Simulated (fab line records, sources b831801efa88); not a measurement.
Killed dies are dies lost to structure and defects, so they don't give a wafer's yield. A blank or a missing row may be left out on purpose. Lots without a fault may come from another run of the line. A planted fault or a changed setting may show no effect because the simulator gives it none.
A struck lot beside a sound one | flow gf180mcu | 22 steps out of a route of 602
Sound: wafers L608.4, L608.5, L608.6. Struck: wafers L610.2, L610.4, L610.6. The cause comes at the end.
At each step with rows: each side's tool, then ch and its chambers, then its first start. Under that, the readings that differ: sound wafers | struck wafers | difference of the means | sigmas: that difference in standard deviations of wafers without a fault.
alike: readings whose means differ by less than 2 such deviations, and words and numbers that are the same on both sides. not compared: withheld readings, readings that some wafer has no value for, bounds like >300 that may hide the same value, and numbers for which the record gives no deviation and whose values overlap.
The two part at a step that has a row with sigmas, a row that says differs or no value, or rows on one side only. Numbers that don't overlap but have no deviation are shown without sigmas and don't part them. A reading that every wafer of one side lacks parts them only if that side has two wafers or more.

first, 3 steps without rows for these wafers: GF_M2_STRIP_18 (strips in post etch residue remover, time 1200 s); GF_M2_CLEAN_19 (cleans in DIW); GF_V2_CVD_00 (deposits SiO2, target thk 600 nm, time 100 s).
GF_V2_THK_MEAS_01:
  sound on film_metro-01, day 23 22:47; struck on film_metro-02, day 24 10:04
  alike: V2_CVD_00_THK
GF_V2_CVD_02: deposits SiO2 from TEOS, target thk 850 nm, time 94.851 s.
  sound on pecvd-03 ch 0,1,2, day 23 22:51; struck on pecvd-02 ch 0,1,2, day 24 10:07
  alike: heater_power_w
GF_V2_THK_MEAS_03:
  sound on film_metro-04, day 23 22:55; struck on film_metro-02, day 24 10:11
  alike: V2_CVD_02_THK
GF_V2_CMP_04: polishes SiO2.
  sound on cmp-02 ch 0,1, day 23 22:56; struck on cmp-01 ch 0,2,3, day 24 10:14
  alike: motor_current_A, time_to_endpoint_s
GF_V2_BOW_MEAS_05:
  sound on film_metro-02, day 23 23:18; struck on film_metro-02, day 24 10:34
  alike: V2_BOW
then, 4 steps without rows for these wafers: GF_V2_DEHYDRATE_06 (time 60 s); GF_V2_HMDS_07 (prime time 60 s); GF_V2_COAT_08; GF_V2_COAT_09 (resist thk 1000 nm).
GF_V2_SOFTBAKE_10: time 60 s.
  sound on litho_track-04 ch 0, day 24 10:00; struck on litho_track-04 ch 0, day 24 21:00
  reading          | sound             | struck               | difference | sigmas
  run_length_s (s) | 89.42 89.33 89.09 | 100.50 100.43 100.36 | +11.15     | +74
then, 3 steps without rows for these wafers: GF_V2_EXPOSE_11 (exposes mask Via2, target cd 260 nm); GF_V2_PEB_12 (peb time 90 s); GF_V2_DEVELOP_13 (develop time 60 s).
GF_V2_CD_MEAS_14: target cd 260 nm.
  sound on cd_sem-01, day 24 21:46; struck on cd_sem-01, day 25 08:44
  alike: cd_nm
GF_V2_OVL_MEAS_15:
  sound on overlay-01, day 24 21:51; struck on overlay-01, day 25 08:50
  alike: V2_OVL
GF_V2_ETCH_16: etches BARC in N2/H2.
  sound on rie_diel-02 ch 0,3, day 24 21:52; struck on rie_diel-04 ch 0,1,2, day 25 08:52
  alike: bias_w, drypump_motor_current_A, h2_flow_sccm, oes_product_au, throttle_valve_pct
  not compared: model.V2.cd_nm
GF_V2_ETCH_17: etches SiO2 in C4F8/O2/Ar, stops on TiN, target depth 630 nm.
  sound on rie_diel-02 ch 0,3; struck on rie_diel-04 ch 0,1,2
  alike: bias_w, oes_product_au
  not compared: model.V2.cd_nm
GF_V2_STRIP_18: strips in O2/N2.
  sound on plasma_asher-03 ch 0,1, day 24 22:02; struck on plasma_asher-01 ch 0, day 25 08:59
  alike: drypump_motor_current_A, heater_power_w, oes_product_au, platen_temp_c
  not compared: rf_hours_counter_h
GF_PASSIVATION_PROBE_99:
  the record has rows for the sound wafers here (prober-02, day 32 15:54) and none for the struck ones

WHERE THEY PART
First at GF_V2_SOFTBAKE_10; last, within this record, at GF_PASSIVATION_PROBE_99.

WHY: what the simulator had put in
Process parameter drift: litho_track-04, from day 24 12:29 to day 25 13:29, at GF_V2_SOFTBAKE_10. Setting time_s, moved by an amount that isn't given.
